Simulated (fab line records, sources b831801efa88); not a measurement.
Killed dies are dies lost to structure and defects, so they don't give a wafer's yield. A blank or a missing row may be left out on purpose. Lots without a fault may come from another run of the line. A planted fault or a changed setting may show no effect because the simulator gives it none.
A struck lot beside a sound one | flow sky130 | 13 steps out of a route of 708
Sound: wafers L475.2, L475.4, L475.6. Struck: wafers L470.2, L470.3, L470.6. The cause comes at the end.
At each step with rows: each side's tool, then ch and its chambers, then its first start. Under that, the readings that differ: sound wafers | struck wafers | difference of the means | sigmas: that difference in standard deviations of wafers without a fault.
alike: readings whose means differ by less than 2 such deviations, and words and numbers that are the same on both sides. not compared: withheld readings, readings that some wafer has no value for, bounds like >300 that may hide the same value, and numbers for which the record gives no deviation and whose values overlap.
The two part at a step that has a row with sigmas, a row that says differs or no value, or rows on one side only. Numbers that don't overlap but have no deviation are shown without sigmas and don't part them. A reading that every wafer of one side lacks parts them only if that side has two wafers or more.

SKY_VIA2_CD_MEAS_12: target cd 200 nm.
  sound on cd_sem-02, day 42 05:50; struck on cd_sem-02, day 40 22:38
  alike: cd_nm
SKY_VIA2_OVL_MEAS_13:
  sound on overlay-01, day 42 05:57; struck on overlay-01, day 40 22:45
  alike: VIA2_OVL
SKY_VIA2_ETCH_14: etches BARC in N2/H2, stops on SiO2, time 45.9 s, target depth 60 nm.
  sound on rie_diel-01 ch 1,2,3, day 42 05:59; struck on rie_diel-01 ch 0,2,3, day 40 22:47
  alike: drypump_motor_current_A, oes_product_au, rf_fwd_power_W, throttle_valve_pct
  not compared: rf_hours_counter_h
SKY_VIA2_ETCH_15: etches SiO2 in C4F8/O2/Ar, stops on TiN, target depth 546 nm, time 84 s.
  sound on rie_diel-01 ch 1,2,3, day 42 06:01; struck on rie_diel-01 ch 0,2,3, day 40 22:49
  alike: oes_product_au, rf_fwd_power_W
  not compared: rf_hours_counter_h
SKY_VIA2_STRIP_16: strips in O2/N2.
  sound on plasma_asher-01 ch 1, day 42 06:05; struck on plasma_asher-01 ch 0, day 40 22:53
  alike: drypump_motor_current_A, o2_flow_sccm, oes_product_au, strip_time_to_endpoint_s
  not compared: rf_hours_counter_h
then, 3 steps without rows for these wafers: SKY_VIA2_STRIP_17 (strips in post etch residue remover, time 1200 s); SKY_VIA2_CLEAN_18 (cleans in IPA, time 180 s); SKY_VIA2_CLEAN_19 (cleans in O3/DIW).
SKY_VIA2_SPUTTER_20: material TiN, target thk 20 nm, time 80 s.
  sound on pvd_sputter-02, day 42 07:04; struck on pvd_sputter-02, day 40 23:32
  alike: throttle_valve_pct
SKY_VIA2_CVD_21: deposits W, target thk 420 nm, time 126.4 s.
  sound on cvd_w-02 ch 0,1, day 42 07:08; struck on cvd_w-01 ch 0,1, day 40 23:36
  alike: heater_power_w
  not compared: since_wet_clean_h
SKY_VIA2_RS_MEAS_22: measures by four-point-probe.
  sound on film_metro-04, day 42 07:17; struck on film_metro-03, day 40 23:45
  alike: VIA2_W_RS
SKY_VIA2_THK_MEAS_23: measures by xrf.
  sound on film_metro-04, day 42 07:23; struck on film_metro-03, day 40 23:52
  alike: VIA2_W_THK
SKY_VIA2_CMP_24: polishes, stops on SiO2, t overpolish 18.95 s, target thk 0 nm.
  sound on cmp-02 ch 0,3, day 42 07:26; struck on cmp-02 ch 0,1, day 40 23:55
  no value came back on the struck wafers for any of 5 readings (edge_zone_pressure_frac, head_pressure_psi (psi) and others); on the sound wafers edge_zone_pressure_frac reads 0.993 1.003 1.006
  reading                                  | sound             | struck            | difference | sigmas
  model.W_of_VIA2_CVD_21.thk_nm (nm)       | 0 0 0             | 416.7 411.3 413.7 | +413.9     |
  model.SiO2_of_VIA2_HDPCVD_00.thk_nm (nm) | 491.3 492.4 490.5 | 495 494.8 493.6   | +3         |

WHERE THEY PART
Only at SKY_VIA2_CMP_24, within this record.

WHY: what the simulator had put in
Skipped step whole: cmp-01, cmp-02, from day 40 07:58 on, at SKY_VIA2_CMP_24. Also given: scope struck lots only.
